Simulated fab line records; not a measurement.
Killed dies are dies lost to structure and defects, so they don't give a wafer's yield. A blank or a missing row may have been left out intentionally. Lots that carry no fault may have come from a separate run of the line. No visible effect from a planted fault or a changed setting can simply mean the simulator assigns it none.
fab line records -- flow gf180mcu
record lots=11, wafers=33, lastDay=33
route steps=602 shown STI@30 V2@387 V3@432
lots untouched by any fault: they come from a run of this same line in which no faults occurred
startH: start of the lot's first displayed wafer, in hours after the record's first day -- waitH: hours since the lot's step before -- " same as the row above -- L1.1+2: several wafers, shown together as one row -- - either no value or no given start -- * or withheld: withheld -- < > ~ a bound
route shown NAME@n: NAME is a module with steps in the file, n the number in the route of the first one -- usual: mean/standard deviation of fault-free wafers -- same: alike in all rows -- chamber/n: place in a boat -- sites: each site's reading -- _std_site: the values' standard deviation -- _edge_site: mean of outer sites minus mean of inner sites -- radiusMm: how far each site lies from the wafer's centre -- mask NAME#n: copy n -- behind: the tool/chamber that last shaped the wafer -- hold: the reason the lot was held/the length of the hold in hours/how it ended -- device: the n, p or np transistor that did not switch -- end of line: tests run on the same wafers once the route is complete -- a step with no rows: only its recipe -- killed: count of dies lost to structure and defects at first sort (not the wafer's yield) -- map: per-die view of a wafer (x killed, . not killed, _ where there is no die)
set.NAME: the setting that was run; set.NAME@STEP: the one run at that earlier step -- model.NAME: the simulator's own value behind a step, which no gauge read
one table for each step of the route and one row for each wafer, over a sample of lots
services: a tool's chamber out of use, with start hour (startH, from the record's first day; less than 0 if before it), hours out, and reason
## steps
# step GF_STI_OXIDATION_29
# recipe tempC=900, ambient=O2, stabiliseS=600, purgeS=300, targetThkA=100, oxTimeS=1418
# usual spikeTcTopC=909.1/2, zonePowerBottomPct=28.2/1.1
lot.wafer,tool,chamber,startH,waitH,spikeTcTopC,zonePowerBottomPct
L227.3,furnace-02,0,31.72,0.0,912.8,27.5
L227.4,furnace-02,0,31.72,0.0,911.0,27.2
L227.6,furnace-02,0,31.72,0.0,909.4,27.4
L228.2,furnace-02,0,34.67,1.0,912.1,27.6
L228.4,furnace-02,0,34.67,1.0,911.2,27.0
L228.5,furnace-02,0,34.67,1.0,910.6,27.4
L229.4,furnace-02,0,39.12,0.2,910.7,27.0
L229.5,furnace-02,0,39.12,0.2,910.4,27.0
L229.6,furnace-02,0,39.12,0.2,910.6,27.0
L230.3,furnace-01,0,43.71,0.0,907.6,29.3
L230.4,furnace-01,0,43.71,0.0,908.1,29.1
L230.6,furnace-01,0,43.71,0.0,905.6,29.5
L231.1,furnace-02,0,48.80,0.0,911.6,26.9
L231.2,furnace-02,0,48.80,0.0,910.4,27.6
L231.4,furnace-02,0,48.80,0.0,909.7,27.5
L232.1,furnace-02,0,54.27,0.2,910.5,27.3
L232.3,furnace-02,0,54.27,0.2,910.8,26.8
L232.4,furnace-02,0,54.27,0.2,909.5,27.4
L233.2,furnace-01,0,59.71,0.0,907.1,28.8
L233.4,furnace-01,0,59.71,0.0,903.4,29.5
L233.5,furnace-01,0,59.71,0.0,906.3,28.8
L234.1,furnace-02,0,64.05,0.0,911.2,27.1
L234.5,furnace-02,0,64.05,0.0,911.3,27.3
L234.6,furnace-02,0,64.05,0.0,911.1,27.8
L239.3,furnace-01,0,90.88,0.1,908.5,29.5
L239.5,furnace-01,0,90.88,0.1,907.4,29.2
L239.6,furnace-01,0,90.88,0.1,907.4,29.4
L240.1,furnace-01,0,94.97,0.0,907.8,29.5
L240.3,furnace-01,0,94.97,0.0,907.9,29.4
L240.5,furnace-01,0,94.97,0.0,906.7,29.6
L247.2,furnace-02,0,133.74,0.0,909.7,27.5
L247.4,furnace-02,0,133.74,0.0,911.1,27.7
L247.5,furnace-02,0,133.74,0.0,909.8,27.4
# step GF_STI_THK_MEAS_30
# recipe reads=SiO2_of_STI_OXIDATION_29
# usual STI_OXIDATION_02_THK=9.97/0.17
lot.wafer,tool,chamber,startH,waitH,STI_OXIDATION_02_THK[nm]
L227.3,filmMetro-03,-,33.14,0.0,10.20
L227.4,filmMetro-03,-,33.14,0.0,10.11
L227.6,filmMetro-03,-,33.14,0.0,10.07
L228.2,filmMetro-01,-,36.08,0.0,9.80
L228.4,filmMetro-01,-,36.08,0.0,9.85
L228.5,filmMetro-01,-,36.08,0.0,9.81
L229.4,filmMetro-01,-,40.54,0.0,9.94
L229.5,filmMetro-01,-,40.54,0.0,9.86
L229.6,filmMetro-01,-,40.54,0.0,9.87
L230.3,filmMetro-02,-,45.13,0.0,9.67
L230.4,filmMetro-02,-,45.13,0.0,9.68
L230.6,filmMetro-02,-,45.13,0.0,9.65
L231.1,filmMetro-03,-,50.19,0.0,10.03
L231.2,filmMetro-03,-,50.19,0.0,10.05
L231.4,filmMetro-03,-,50.19,0.0,9.92
L232.1,filmMetro-01,-,55.66,0.0,9.82
L232.3,filmMetro-01,-,55.66,0.0,9.72
L232.4,filmMetro-01,-,55.66,0.0,9.82
L233.2,filmMetro-02,-,61.12,0.0,10.10
L233.4,filmMetro-02,-,61.12,0.0,10.06
L233.5,filmMetro-02,-,61.12,0.0,9.96
L234.1,filmMetro-03,-,65.44,0.0,10.05
L234.5,filmMetro-03,-,65.44,0.0,10.10
L234.6,filmMetro-03,-,65.44,0.0,10.23
L239.3,filmMetro-02,-,92.29,0.0,7.18
L239.5,filmMetro-02,-,92.29,0.0,7.12
L239.6,filmMetro-02,-,92.29,0.0,7.12
L240.1,filmMetro-02,-,96.36,0.0,7.22
L240.3,filmMetro-02,-,96.36,0.0,7.21
L240.5,filmMetro-02,-,96.36,0.0,7.13
L247.2,filmMetro-02,-,135.14,0.0,10.15
L247.4,filmMetro-02,-,135.14,0.0,10.19
L247.5,filmMetro-02,-,135.14,0.0,9.99
# step GF_V2_BOW_MEAS_05
# recipe mode=bow
# usual V2_BOW=100/8.5
lot.wafer,tool,chamber,startH,waitH,V2_BOW[um]
L227.3,filmMetro-01,-,436.24,0.2,101
L227.4,filmMetro-01,-,436.24,0.2,99
L227.6,filmMetro-01,-,436.24,0.2,101
L228.2,filmMetro-02,-,446.15,0.2,98
L228.4,filmMetro-02,-,446.15,0.2,97
L228.5,filmMetro-02,-,446.15,0.2,102
L229.4,filmMetro-01,-,456.74,0.3,95
L229.5,filmMetro-01,-,456.74,0.3,112
L229.6,filmMetro-01,-,456.74,0.3,94
L230.3,filmMetro-04,-,459.07,0.3,103
L230.4,filmMetro-04,-,459.07,0.3,104
L230.6,filmMetro-04,-,459.07,0.3,86
L231.1,filmMetro-04,-,472.58,0.2,113
L231.2,filmMetro-04,-,472.58,0.2,111
L231.4,filmMetro-04,-,472.58,0.2,102
L232.1,filmMetro-04,-,486.55,0.1,94
L232.3,filmMetro-04,-,486.55,0.1,107
L232.4,filmMetro-04,-,486.55,0.1,106
L233.2,filmMetro-01,-,493.68,0.2,91
L233.4,filmMetro-01,-,493.68,0.2,82
L233.5,filmMetro-01,-,493.68,0.2,97
L234.1,filmMetro-01,-,499.69,0.2,105
L234.5,filmMetro-01,-,499.69,0.2,96
L234.6,filmMetro-01,-,499.69,0.2,102
L239.3,filmMetro-01,-,544.04,0.3,109
L239.5,filmMetro-01,-,544.04,0.3,98
L239.6,filmMetro-01,-,544.04,0.3,109
L240.1,filmMetro-01,-,555.08,0.2,94
L240.3,filmMetro-01,-,555.08,0.2,94
L240.5,filmMetro-01,-,555.08,0.2,113
L247.2,filmMetro-02,-,608.21,0.3,101
L247.4,filmMetro-02,-,608.21,0.3,101
L247.5,filmMetro-02,-,608.21,0.3,90
# step GF_V2_OVL_MEAS_15
# usual V2_OVL=-6/5.7
lot.wafer,tool,chamber,startH,waitH,V2_OVL[nm]
L227.3,overlay-02,-,460.17,0.1,2
L227.4,overlay-02,-,460.17,0.1,-8
L227.6,overlay-02,-,460.17,0.1,-4
L228.2,overlay-02,-,470.64,0.1,-9
L228.4,overlay-02,-,470.64,0.1,-9
L228.5,overlay-02,-,470.64,0.1,-3
L229.4,overlay-02,-,480.96,0.1,-5
L229.5,overlay-02,-,480.96,0.1,-11
L229.6,overlay-02,-,480.96,0.1,-9
L230.3,overlay-02,-,483.58,0.1,2
L230.4,overlay-02,-,483.58,0.1,3
L230.6,overlay-02,-,483.58,0.1,-1
L231.1,overlay-01,-,496.82,0.1,-4
L231.2,overlay-01,-,496.82,0.1,-6
L231.4,overlay-01,-,496.82,0.1,-12
L232.1,overlay-01,-,510.32,0.1,-5
L232.3,overlay-01,-,510.32,0.1,-7
L232.4,overlay-01,-,510.32,0.1,-6
L233.2,overlay-02,-,516.74,0.1,-5
L233.4,overlay-02,-,516.74,0.1,-17
L233.5,overlay-02,-,516.74,0.1,3
L234.1,overlay-01,-,523.23,0.1,-16
L234.5,overlay-01,-,523.23,0.1,-14
L234.6,overlay-01,-,523.23,0.1,-11
L239.3,overlay-01,-,566.25,0.1,-16
L239.5,overlay-01,-,566.25,0.1,-16
L239.6,overlay-01,-,566.25,0.1,-13
L240.1,overlay-01,-,577.03,0.1,-14
L240.3,overlay-01,-,577.03,0.1,-18
L240.5,overlay-01,-,577.03,0.1,-18
L247.2,overlay-02,-,628.69,0.1,-5
L247.4,overlay-02,-,628.69,0.1,9
L247.5,overlay-02,-,628.69,0.1,-6
# step GF_V3_THK_MEAS_03
# recipe reads=SiO2_of_V3_CVD_02
# usual V3_CVD_02_THK=851/12
lot.wafer,tool,chamber,startH,waitH,V3_CVD_02_THK[nm]
L227.3,filmMetro-01,-,486.44,0.1,849
L227.4,filmMetro-01,-,486.44,0.1,868
L227.6,filmMetro-01,-,486.44,0.1,868
L228.2,filmMetro-01,-,497.38,0.0,853
L228.4,filmMetro-01,-,497.38,0.0,855
L228.5,filmMetro-01,-,497.38,0.0,860
L229.4,filmMetro-02,-,507.30,0.0,867
L229.5,filmMetro-02,-,507.30,0.0,869
L229.6,filmMetro-02,-,507.30,0.0,853
L230.3,filmMetro-01,-,509.64,0.1,862
L230.4,filmMetro-01,-,509.64,0.1,874
L230.6,filmMetro-01,-,509.64,0.1,869
L231.1,filmMetro-01,-,522.80,0.0,842
L231.2,filmMetro-01,-,522.80,0.0,855
L231.4,filmMetro-01,-,522.80,0.0,858
L232.1,filmMetro-03,-,535.50,0.0,854
L232.3,filmMetro-03,-,535.50,0.0,878
L232.4,filmMetro-03,-,535.50,0.0,873
L233.2,filmMetro-01,-,541.78,0.0,858
L233.4,filmMetro-01,-,541.78,0.0,873
L233.5,filmMetro-01,-,541.78,0.0,873
L234.1,filmMetro-02,-,548.33,0.0,842
L234.5,filmMetro-02,-,548.33,0.0,854
L234.6,filmMetro-02,-,548.33,0.0,862
L239.3,filmMetro-01,-,590.16,0.1,841
L239.5,filmMetro-01,-,590.16,0.1,865
L239.6,filmMetro-01,-,590.16,0.1,854
L240.1,filmMetro-02,-,600.83,0.0,846
L240.3,filmMetro-02,-,600.83,0.0,839
L240.5,filmMetro-02,-,600.83,0.0,854
L247.2,filmMetro-03,-,651.78,0.0,845
L247.4,filmMetro-03,-,651.78,0.0,847
L247.5,filmMetro-03,-,651.78,0.0,864
## services
tool,chamber,startH,hours,kind
furnace-02,-,81.17,4.5,pm
furnace-01,-,106.76,4.1,pm
furnace-02,-,112.07,3.2,pm
## key
firstSign step=GF_STI_THK_MEAS_30, reading=STI_OXIDATION_02_THK, direction=down, sigmas=17, usual=9.97, struck=7.16
effect none on later readings
metAt GF_STI_OXIDATION_29
struckLots L239,L240
testerLeftOut L239,L240
notActingAt GF_V2_BOW_MEAS_05,GF_V2_OVL_MEAS_15,GF_V3_THK_MEAS_03
onsetBetween 59.71 90.88
fault kind=processParameterDrift, tool=furnace-01, chamber=-, onsetH=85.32, steps=GF_STI_OXIDATION_29, channel=oxTimeS, offset=*, shape=step, endH=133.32, actsIn=*, stated=*
# testerLeftOut: of these lots the tester's yield and bins aren't shown, on N5 and GAA mostly nor the transistor test; their killed dies are dies lost to structure and defects alone, not to doping, threshold or leakage, so they don't give the yield
